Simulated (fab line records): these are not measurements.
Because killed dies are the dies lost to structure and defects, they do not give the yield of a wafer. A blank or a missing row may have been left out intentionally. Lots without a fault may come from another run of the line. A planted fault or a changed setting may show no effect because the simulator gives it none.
A struck lot beside a sound one || flow sky130 || 20 out of 708 route steps
Sound: the wafers L537.1, L537.3, L537.4. Wafers struck: L546.1, L546.3, L546.4. The cause comes at the end.
Order at every step that has rows: each side's tool, ch and its chambers, its first start. Under that, the readings that differ: sound wafers || struck wafers || difference of the means || sigmas: that difference in standard deviations of wafers without a fault.
alike: same words and numbers on both sides, and readings whose means sit less than 2 such deviations apart. not compared: any withheld reading, any reading some wafer has no value for, any bound like >300 that may hide the same value, and any number with overlapping values for which the record gives no deviation.
A row with sigmas, a row that says differs or no value, or rows on one side alone: a step with any of these is where the two part. Non-overlapping numbers with no deviation appear without sigmas and do not part them. A reading that every wafer of one side lacks parts them only if that side has two wafers or more.

SKY_SONOS_TUNNEL_TW_MEAS_12:
  sound on film-metro-03 at day 11 11:08; struck on film-metro-04 at day 14 06:31
{"reading": "SONOS_TUNNEL_TW", "sound": "195.3 194.9 194.5", "struck": "198.3 198.0 198.1", "difference": "+3.2", "sigmas": "+2"}
then, 2 steps without rows for these wafers: SKY_SONOS_TUNNEL_CLEAN_13 (cleans in dHF, time 20 s); SKY_SONOS_ONO_OXIDATION_00 (stabilise 600 s, purge 300 s, target thk 2.6 nm).
SKY_SONOS_ONO_THK_MEAS_01:
  sound on film-metro-02 at day 11 17:20; struck on film-metro-04 at day 14 08:42
  alike: SONOS_ONO_OXIDATION_THK
then, 1 step without rows for these wafers: SKY_SONOS_ONO_CVD_02 (deposits Si3N4 from DCS/NH3, target thk 10.5 nm, time 180 s).
SKY_SONOS_ONO_THK_MEAS_03:
  sound on film-metro-01 at day 11 18:27; struck on film-metro-04 at day 14 10:56
  alike: SONOS_ONO_CVD_02_THK
then, 1 step without rows for these wafers: SKY_SONOS_ONO_CVD_04 (deposits SiO2 from SiH4/N2O, target thk 5.7199 nm).
SKY_SONOS_ONO_THK_MEAS_05:
  sound on film-metro-04 at day 11 19:46; struck on film-metro-02 at day 14 12:14
  alike: SONOS_ONO_CVD_04_THK
then, 4 steps without rows for these wafers: SKY_SONOS_ONO_DEHYDRATE_06 (time 60 s); SKY_SONOS_ONO_HMDS_07 (prime time 60 s); SKY_SONOS_ONO_COAT_08 (resist thk 1140 nm); SKY_SONOS_ONO_SOFTBAKE_09 (time 60 s).
SKY_SONOS_ONO_EXPOSE_10: exposes mask ONOM, target cd 410 nm.
  sound on iline-stepper-02 ch 0, day 12 07:49; struck on iline-stepper-02 ch 0, day 15 02:01
{"reading": "exposure-dose-mJ-cm2", "sound": "150.10 149.99 150.13", "struck": "154.92 155.26 155.13", "difference": "+5.03", "sigmas": "+30"}
  alike: mask
then, 2 steps without rows for these wafers: SKY_SONOS_ONO_PEB_11; SKY_SONOS_ONO_DEVELOP_12 (develop time 60 s).
SKY_SONOS_ONO_CD_MEAS_13: the cd target is 410 nm.
  sound on cd-sem-01 at day 12 19:29; struck on cd-sem-02 at day 15 14:52
{"reading": "cd-nm (nm)", "sound": "410.6 410.5 411.4", "struck": "401.8 400.9 401.5", "difference": -9.4, "sigmas": -5}
SKY_SONOS_ONO_OVL_MEAS_14:
  sound on overlay-01 at day 12 19:37; struck on overlay-01 at day 15 14:59
  alike: SONOS_ONO_OVL
SKY_SONOS_ONO_ETCH_15: etches the open film in CHF3/O2, target depth 19.52 nm, time 7.8 s.
  sound on rie-diel-04 ch 0,1,2, day 12 19:39; struck on rie-diel-04 ch 0,2,3, day 15 15:01
{"reading": "model.SONOS_ONO.cd-nm (nm)", "sound": "410.5 410.2 411.4", "struck": "401.7 400.4 401.6", "difference": -9.5, "sigmas": ""}
  alike: bias-w, drypump-motor-current-A, oes-product-au, throttle-valve-pct
  not compared: rf-hours-counter-h
then, 2 steps without rows for these wafers: SKY_SONOS_ONO_WET_ETCH_16 (etches SiO2 in dHF, target depth 14 nm, time 280 s); SKY_PAD_OPEN_PROBE_99.

WHERE THEY PART
Last at SKY_SONOS_ONO_CD_MEAS_13 as far as this record goes, first at SKY_SONOS_TUNNEL_TW_MEAS_12. Later steps at which nothing parts them and some readings are alike: SKY_SONOS_ONO_OVL_MEAS_14, SKY_SONOS_ONO_ETCH_15.

WHY: the cause the simulator had injected
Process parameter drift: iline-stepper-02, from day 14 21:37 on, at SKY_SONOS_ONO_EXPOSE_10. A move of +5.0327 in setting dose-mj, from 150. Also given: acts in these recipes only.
